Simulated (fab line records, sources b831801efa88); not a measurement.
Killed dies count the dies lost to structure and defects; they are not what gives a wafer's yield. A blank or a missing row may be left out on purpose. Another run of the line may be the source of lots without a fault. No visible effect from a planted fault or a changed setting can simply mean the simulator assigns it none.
What tool caused it? + flow sky130 + 13 lots, 39 wafers sampled, at 3 steps of a route of 708

WHAT EACH GAUGE READ, for each wafer
SKY_VT_ADJUST_NCORE_OVL_MEAS_08.
| lot  | measured     | on         | VT_ADJUST_NCORE_OVL (nm) |
|------|--------------|------------|--------------------------|
| L638 | day 8 23:12  | overlay-01 | -0.3 -1.2 -0.7           |
| L639 | day 9 06:08  | overlay-02 | -0.5 -0.3 -0.5           |
| L641 | day 9 21:53  | overlay-02 | 0.3 2.0 0.1              |
| L642 | day 10 08:32 | overlay-02 | -0.1 -0.8 -0.5           |
| L644 | day 10 20:20 | overlay-02 | -0.5 -0.6 0.6            |
| L647 | day 11 12:32 | overlay-01 | 2.7 0.7 2.8              |
| L648 | day 11 22:41 | overlay-01 | 1.3 0.2 0.5              |
| L649 | day 12 06:56 | overlay-01 | 2.2 1.1 0.6              |
| L654 | day 13 17:38 | overlay-02 | -1.8 -1.8 -0.9           |
| L656 | day 14 03:47 | overlay-01 | 1.4 0.9 0.0              |
| L657 | day 14 14:29 | overlay-02 | 0.4 0.7 -0.7             |
| L658 | day 14 19:01 | overlay-01 | 0.9 0.6 -0.2             |
| L660 | day 15 11:12 | overlay-01 | 0.0 0.9 0.7              |

WHAT TOOL EACH LOT RAN ON (gives the tool, then ch and the chambers of the sampled wafers, and finally the start)
| lot  | SKY_FIELD_ISO_ETCH_14            | SKY_VT_ADJUST_LVTN_DEVELOP_17    |
|------|----------------------------------|----------------------------------|
| L638 | rieDiel-03 ch 1,2,3, day 2 10:20 | lithoTrack-03 ch 0, day 8 01:22  |
| L639 | rieDiel-04 ch 0,1,3, day 2 16:02 | lithoTrack-02 ch 0, day 8 08:28  |
| L641 | rieDiel-03 ch 1,2,3, day 3 04:47 | lithoTrack-02 ch 0, day 9 00:07  |
| L642 | rieDiel-03 ch 0,2,3, day 3 09:26 | lithoTrack-03 ch 0, day 9 09:20  |
| L644 | rieDiel-02 ch 1,2, day 3 19:53   | lithoTrack-03 ch 0, day 9 20:44  |
| L647 | rieDiel-03 ch 1,2,3, day 4 08:14 | lithoTrack-03 ch 0, day 10 13:04 |
| L648 | rieDiel-02 ch 0,2,3, day 4 15:35 | lithoTrack-01 ch 0, day 10 22:25 |
| L649 | rieDiel-04 ch 0,1,2, day 4 20:02 | lithoTrack-01 ch 0, day 11 06:30 |
| L654 | rieDiel-02 ch 0,1,3, day 6 03:17 | lithoTrack-02 ch 0, day 12 16:44 |
| L656 | rieDiel-02 ch 1,2,3, day 6 08:29 | lithoTrack-01 ch 0, day 13 01:12 |
| L657 | rieDiel-02 ch 0,2,3, day 6 13:47 | lithoTrack-01 ch 0, day 13 11:10 |
| L658 | rieDiel-02 ch 0,1,2, day 6 18:59 | lithoTrack-03 ch 0, day 13 16:28 |
| L660 | rieDiel-04 ch 0,3, day 7 04:05   | lithoTrack-03 ch 0, day 14 06:58 |
- SKY_FIELD_ISO_ETCH_14: etches BARC in N2/H2, stops on SiO2, time 45.9 s, target depth 60 nm.
- SKY_VT_ADJUST_LVTN_DEVELOP_17: develop time 60 s.

WHAT THE TOOLS THEMSELVES READ (means of the sampled wafers that have a number; where no wafer has one, the mark that the record gives instead)
SKY_FIELD_ISO_ETCH_14.
| lot  | tool       | drypumpMotorCurrentA (A) | oesProductAu (a.u.) | throttleValvePct (%) |
|------|------------|--------------------------|---------------------|----------------------|
| L638 | rieDiel-03 | 5.8                      | 0.851               | 13.224               |
| L639 | rieDiel-04 | 5.9                      | 0.853               | 13.232               |
| L641 | rieDiel-03 | 5.8                      | 0.851               | 13.230               |
| L642 | rieDiel-03 | 5.7                      | 0.849               | 13.212               |
| L644 | rieDiel-02 | 6.4                      | 0.850               | 13.218               |
| L647 | rieDiel-03 | 5.8                      | 0.853               | 13.218               |
| L648 | rieDiel-02 | 5.6                      | 0.858               | 13.224               |
| L649 | rieDiel-04 | 5.8                      | 0.852               | 13.231               |
| L654 | rieDiel-02 | 5.6                      | 0.851               | 13.222               |
| L656 | rieDiel-02 | 6.1                      | 0.849               | 13.227               |
| L657 | rieDiel-02 | 5.7                      | 0.858               | 13.229               |
| L658 | rieDiel-02 | 5.9                      | 0.857               | 13.225               |
| L660 | rieDiel-04 | 6.0                      | 0.852               | 13.227               |

SKY_VT_ADJUST_LVTN_DEVELOP_17.
| lot  | tool          | developerTempC (C) |
|------|---------------|--------------------|
| L638 | lithoTrack-03 | 22.95              |
| L639 | lithoTrack-02 | 23.11              |
| L641 | lithoTrack-02 | 22.93              |
| L642 | lithoTrack-03 | 23.10              |
| L644 | lithoTrack-03 | 23.03              |
| L647 | lithoTrack-03 | 23.04              |
| L648 | lithoTrack-01 | 23.03              |
| L649 | lithoTrack-01 | 22.83              |
| L654 | lithoTrack-02 | 23.06              |
| L656 | lithoTrack-01 | 25.20              |
| L657 | lithoTrack-01 | 25.35              |
| L658 | lithoTrack-03 | 23.15              |
| L660 | lithoTrack-03 | 23.00              |

THE ANSWER, worked out from the rows above alone
Rule: the lots themselves supply what counts as usual. Put in order of their means at a reading, lots are off if they are a third of the lots or fewer, leave a main group of 4 or more, and stand apart from it by a gap of 3 or more times the standard deviation of the main group's means; of several such gaps the widest counts. A main group whose means are all the same, to the digits that the tables above print for the reading, isn't used. Also off: a lot with no number at a reading for which 4 or more lots have one. Any other lot the step has rows for is counted as sound. First the gauges in route order, then the tools' own readings, where a lot's mean is used as printed above. The first step at which some lot is off is used, and at that step the reading that is off furthest; a lot without a number counts as furthest.
Off: L656, L657, at SKY_VT_ADJUST_LVTN_DEVELOP_17 (developerTempC). The main group: mean 23.02 C, standard deviation 0.087.
If a tool, at that step or one of the process steps before it, ran each lot that is off and ran no sound lot following the first of them, it fits. One candidate fits, namely lithoTrack-01 at SKY_VT_ADJUST_LVTN_DEVELOP_17. A fault onset in the window from L649 (day 11 06:30, its last sound lot) to L656 (day 13 01:12, its first lot off) fits.
On the lots that are off, the tool's own readings at SKY_VT_ADJUST_LVTN_DEVELOP_17 differ by more than 5 times the standard deviation of the sound lots' means, which bears it out; developerTempC reads 25.27 C there versus 23.02 C on the sound lots.

WHAT HAD BEEN PUT IN BY THE SIMULATOR
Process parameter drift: lithoTrack-01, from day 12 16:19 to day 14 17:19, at SKY_VT_ADJUST_LVTN_DEVELOP_17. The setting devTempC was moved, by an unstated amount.
Shown lots that were struck: L656, L657. The rule given above showed the same thing.
